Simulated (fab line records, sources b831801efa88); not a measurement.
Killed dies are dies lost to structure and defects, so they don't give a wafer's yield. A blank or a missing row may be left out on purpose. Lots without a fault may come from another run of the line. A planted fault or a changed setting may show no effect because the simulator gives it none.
Which tool did it? | flow gf180mcu | 12 lots, 36 wafers sampled, at 2 steps of a route of 602

WHAT THE GAUGES READ, wafer by wafer
GF_M3_CD_MEAS_14: target cd 280 nm.
lot  | measured     | on        | cd_nm (nm)
L270 | day 22 11:56 | cd_sem-02 | 280.4 279.7 281.5
L271 | day 22 19:14 | cd_sem-02 | 279.3 278.9 279.5
L272 | day 23 03:37 | cd_sem-01 | 279.3 280.1 280.3
L273 | day 23 10:04 | cd_sem-01 | 279.0 278.0 277.6
L274 | day 23 19:03 | cd_sem-02 | 280.4 279.8 279.2
L280 | day 25 17:19 | cd_sem-01 | 278.7 280.4 280.2
L283 | day 26 21:40 | cd_sem-01 | 283.5 284.0 284.9
L285 | day 27 09:34 | cd_sem-02 | 278.7 278.6 279.6
L286 | day 27 16:43 | cd_sem-02 | 281.4 281.2 280.8
L288 | day 28 06:01 | cd_sem-01 | 278.7 279.1 279.4
L291 | day 29 03:44 | cd_sem-02 | 280.3 280.0 281.5
L292 | day 29 08:02 | cd_sem-02 | 281.3 279.8 280.6

WHICH TOOL RAN EACH LOT (tool, then ch and the chambers of the sampled wafers, then the start)
lot  | GF_M3_SPUTTER_03
L270 | pvd_sputter-02, day 21 12:02
L271 | pvd_sputter-04, day 21 19:59
L272 | pvd_sputter-03, day 22 03:39
L273 | pvd_sputter-04, day 22 10:27
L274 | pvd_sputter-03, day 22 19:35
L280 | pvd_sputter-04, day 24 19:42
L283 | pvd_sputter-04, day 26 00:36
L285 | pvd_sputter-04, day 26 12:50
L286 | pvd_sputter-03, day 26 20:16
L288 | pvd_sputter-03, day 27 09:25
L291 | pvd_sputter-03, day 28 08:26
L292 | pvd_sputter-03, day 28 12:13
- GF_M3_SPUTTER_03: material Ti, target thk 10 nm, time 6.7 s.

WHAT THE TOOLS THEMSELVES READ (means of the sampled wafers that have a number; where no wafer has one, the mark that the record gives instead)
GF_M3_SPUTTER_03.
lot  | tool           | cathode_dc_power_W (W) | throttle_valve_pct (%)
L270 | pvd_sputter-02 | 2999.8                 | 30.4
L271 | pvd_sputter-04 | 3000.1                 | 29.5
L272 | pvd_sputter-03 | 3000.6                 | 29.0
L273 | pvd_sputter-04 | 3000.5                 | 29.8
L274 | pvd_sputter-03 | 2999.9                 | 30.2
L280 | pvd_sputter-04 | 2999.6                 | 29.8
L283 | pvd_sputter-04 | 3000.2                 | 30.1
L285 | pvd_sputter-04 | 2999.9                 | 30.3
L286 | pvd_sputter-03 | 3000.2                 | 29.3
L288 | pvd_sputter-03 | 2999.8                 | 29.3
L291 | pvd_sputter-03 | 3000.2                 | 29.9
L292 | pvd_sputter-03 | 3000.1                 | 29.2

THE ANSWER, worked out from the rows above alone
Rule: what is usual is taken from the lots themselves. Put in order of their means at a reading, lots are off if they are a third of the lots or fewer, leave a main group of 4 or more, and stand apart from it by a gap of 3 or more times the standard deviation of the main group's means; of several such gaps the widest counts. A main group whose means are all the same, to the digits that the tables above print for the reading, isn't used. A lot without any number at a reading at which 4 lots or more have one is off too. The other lots that the step has rows for count as sound. The gauges are gone through in route order, then the tools' own readings, and for those a lot's mean is taken as printed above. The first step at which some lot is off is used, and at that step the reading that is off furthest; a lot without a number counts as furthest.
Off: L283, at GF_M3_CD_MEAS_14 (cd_nm). The main group: mean 279.8 nm, standard deviation 0.83.
A tool fits if, at a process step before that reading, it ran every lot that is off, and no sound lot after the first of them. The gauges at GF_M3_CD_MEAS_14 are tried like those tools. None of those tried fits.

WHAT THE SIMULATOR HAD PUT IN
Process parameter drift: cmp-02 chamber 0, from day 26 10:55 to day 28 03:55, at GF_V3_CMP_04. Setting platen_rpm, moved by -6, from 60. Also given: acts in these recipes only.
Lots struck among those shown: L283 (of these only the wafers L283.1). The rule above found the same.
